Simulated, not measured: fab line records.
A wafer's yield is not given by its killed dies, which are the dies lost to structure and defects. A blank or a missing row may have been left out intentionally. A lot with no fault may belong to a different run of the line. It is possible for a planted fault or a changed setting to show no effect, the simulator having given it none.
2 desks, one fault	flow sfq line	numbers are kept per desk, each desk with only its own; the story behind them comes last

## METROLOGY DESK
Means of the sampled wafers that have a number, per lot and without regard to the tool the lot ran on: this is what the gauges read. The brackets show how far a lot's mean lies from the usual mean; more than 4 standard deviations puts the lot out of limits, marked OUT.
Columns: A = I0_BOW at SFQ_I0_BOW_MEAS_907, usual 1 um
lot	first seen here	A
L730	day 7 12:55	3
L731	day 7 21:55	-4
L732	day 8 13:11	0
L733	day 8 21:55	-4
L734	day 9 00:56	4
L736	day 9 16:10	5
L737	day 9 19:10	-4
L738	day 10 00:55	5
L739	day 10 04:10	5
L740	day 10 10:09	-5
L741	day 10 19:10	7
L742	day 11 02:10	4
L743	day 11 08:09	-5
L744	day 11 14:03	11
L746	day 11 20:09	0
This desk's verdict: no lot among the 15 shows anything out of limits.

## AT THE TOOL OWNER'S DESK: cmp-02
The tool's own readings at SFQ_TRILAYER_I0_CMP_CMP_028 (polishes SiO2): means of the sampled wafers that have a number, for each lot that ran on this tool. The brackets show how far a lot's mean lies from the usual mean; more than 4 standard deviations puts the lot out of limits, marked OUT.
Columns: A = motor current A at SFQ_TRILAYER_I0_CMP_CMP_028, usual 10.0 A; B = time to endpoint s at SFQ_TRILAYER_I0_CMP_CMP_028, usual 208 s
lot	first seen here	A	B
L732	day 8 10:09	9.9	205
L736	day 9 13:09	10.1	209
L737	day 9 16:09	9.5	211
L739	day 10 01:39	9.8	206
L740	day 10 07:09	10.3	212
L741	day 10 16:09	10.4	198
L742	day 10 23:39	10.0	218
L743	day 11 05:39	10.1	205
L746	day 11 17:39	10.6	198
This desk's verdict: no lot among the 9 shows anything out of limits.

## BROUGHT TOGETHER
The metrology desk saw nothing out of limits.
Nothing out of limits was seen by the tool owner's desk.

## WHAT THE SIMULATOR HAD INSERTED
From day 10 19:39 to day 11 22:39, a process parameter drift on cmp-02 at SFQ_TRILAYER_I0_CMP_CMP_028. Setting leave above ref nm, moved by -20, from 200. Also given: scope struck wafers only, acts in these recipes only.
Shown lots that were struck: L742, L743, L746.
